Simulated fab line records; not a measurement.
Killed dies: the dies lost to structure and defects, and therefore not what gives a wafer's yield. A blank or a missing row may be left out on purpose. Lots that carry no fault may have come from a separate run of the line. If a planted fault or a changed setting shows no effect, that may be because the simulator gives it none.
Comparing a struck lot with a sound one | flow sky130 | 23 steps out of a route of 708
Sound: these wafers, L867.3, L867.4, L867.5. The struck wafers were L878.1, L878.2, L878.4. The cause is named last.
For every step that has rows: the tool of each side, followed by ch and its chambers, followed by its first start. Under that, the readings that differ: sound wafers | struck wafers | difference of the means | sigmas: that difference in standard deviations of wafers without a fault.
alike: a reading whose means differ by less than 2 such deviations, as well as words and numbers matching on both sides. not compared: withheld readings; readings where some wafer has no value; bounds like >300 that might hide an equal value; numbers whose values overlap and for which the record gives no deviation.
The two part at a step that has a row with sigmas, a row that says differs or no value, or rows on one side only. Non-overlapping numbers with no deviation appear without sigmas and do not part them. Lack of a reading on every wafer of one side parts them only where that side has two or more wafers.

first, 6 steps without rows for these wafers: SKY_VT_ADJUST_LVTN_HMDS_12 (prime time 61.34 s); SKY_VT_ADJUST_LVTN_COAT_13 (resist thk 1140 nm); SKY_VT_ADJUST_LVTN_SOFTBAKE_14 (time 60 s); SKY_VT_ADJUST_LVTN_EXPOSE_15 (exposes mask HVN STD DERIVED, target cd 600 nm); SKY_VT_ADJUST_LVTN_PEB_16; SKY_VT_ADJUST_LVTN_DEVELOP_17 (develop time 60 s).
SKY_VT_ADJUST_LVTN_OVL_MEAS_18:
  struck on overlay-02, day 11 13:07; sound on overlay-02, day 8 09:55
  alike: VT_ADJUST_LVTN_01_OVL
then, 1 step without rows for these wafers: SKY_VT_ADJUST_LVTN_IMPLANT_19.
SKY_VT_ADJUST_LVTN_STRIP_20: strips in O2/N2.
  sound on plasma_asher-03 ch 0,1, day 8 10:08; struck on plasma_asher-03 ch 0,1, day 11 13:19
  alike: drypump_motor_current_A, oes_product_au, strip_time_to_endpoint_s
  not compared: rf_hours_counter_h
SKY_VT_ADJUST_LVTN_TW_MEAS_21:
  struck on film_metro-04, day 11 13:25; sound on film_metro-04, day 8 10:13
  alike: VT_ADJUST_LVTN_2_TW
then, 2 steps without rows for these wafers: SKY_VT_ADJUST_NCORE_DEHYDRATE_00 (time 60 s); SKY_VT_ADJUST_NCORE_HMDS_01 (prime time 60 s).
SKY_VT_ADJUST_NCORE_COAT_02: resist thk 1140 nm.
  sound on litho_track-01 ch 0, day 8 19:56; struck on litho_track-01 ch 0, day 12 01:41
  reading                                              | sound          | struck         | difference | sigmas
  model.NOVOLAK_of_VT_ADJUST_NCORE_COAT_02.thk_nm (nm) | 1139 1137 1139 | 1174 1174 1178 | +37        |
then, 3 steps without rows for these wafers: SKY_VT_ADJUST_NCORE_SOFTBAKE_03 (time 60 s); SKY_VT_ADJUST_NCORE_EXPOSE_04 (exposes mask LVTN COMPLEMENT THIN, target cd 380 nm); SKY_VT_ADJUST_NCORE_PEB_05.
SKY_VT_ADJUST_NCORE_DEVELOP_06: develop time 60 s.
  sound on litho_track-01 ch 0, day 9 06:38; struck on litho_track-04 ch 0, day 12 13:33
  reading                                              | sound          | struck         | difference | sigmas
  model.NOVOLAK_of_VT_ADJUST_NCORE_COAT_02.thk_nm (nm) | 1139 1137 1138 | 1174 1174 1177 | +37        |
SKY_VT_ADJUST_NCORE_CD_MEAS_07: the cd target is 380 nm.
  struck on cd_sem-02, day 12 13:42; sound on cd_sem-02, day 9 06:47
  alike: cd_nm
SKY_VT_ADJUST_NCORE_OVL_MEAS_08:
  struck on overlay-01, day 12 13:49; sound on overlay-02, day 9 06:52
  alike: VT_ADJUST_NCORE_OVL
then, 1 step without rows for these wafers: SKY_VT_ADJUST_NCORE_IMPLANT_09.
SKY_VT_ADJUST_NCORE_STRIP_10: strips in O2/N2.
  sound on plasma_asher-03 ch 0,1, day 9 07:05; struck on plasma_asher-04 ch 0,1, day 12 14:01
  reading                      | sound             | struck            | difference | sigmas
  strip_time_to_endpoint_s (s) | 14.17 14.14 14.16 | 14.52 14.57 14.58 | +0.40      | +13
  alike: drypump_motor_current_A, oes_product_au
  not compared: rf_hours_counter_h
SKY_VT_ADJUST_NCORE_TW_MEAS_11:
  struck on film_metro-03, day 12 14:07; sound on film_metro-01, day 9 07:10
  reading            | sound             | struck            | difference | sigmas
  VT_ADJUST_NCORE_TW | 219.3 219.5 220.7 | 222.9 222.1 223.0 | +2.8       | +2
-- a jump in the record: the struck wafers' starts before and after are 37 days apart (it breaks off in module VT_ADJUST_NCORE and resumes in module PAD_OPEN, where the first step shown is number 708 of the route) --
SKY_PAD_OPEN_PROBE_99:
  the record has rows for the struck wafers here (prober-01, day 49 07:07) and none for the sound ones

== WHERE THEY PART ==
First at SKY_VT_ADJUST_NCORE_STRIP_10; last, within this record, at SKY_PAD_OPEN_PROBE_99.

WHY: the cause the simulator had injected
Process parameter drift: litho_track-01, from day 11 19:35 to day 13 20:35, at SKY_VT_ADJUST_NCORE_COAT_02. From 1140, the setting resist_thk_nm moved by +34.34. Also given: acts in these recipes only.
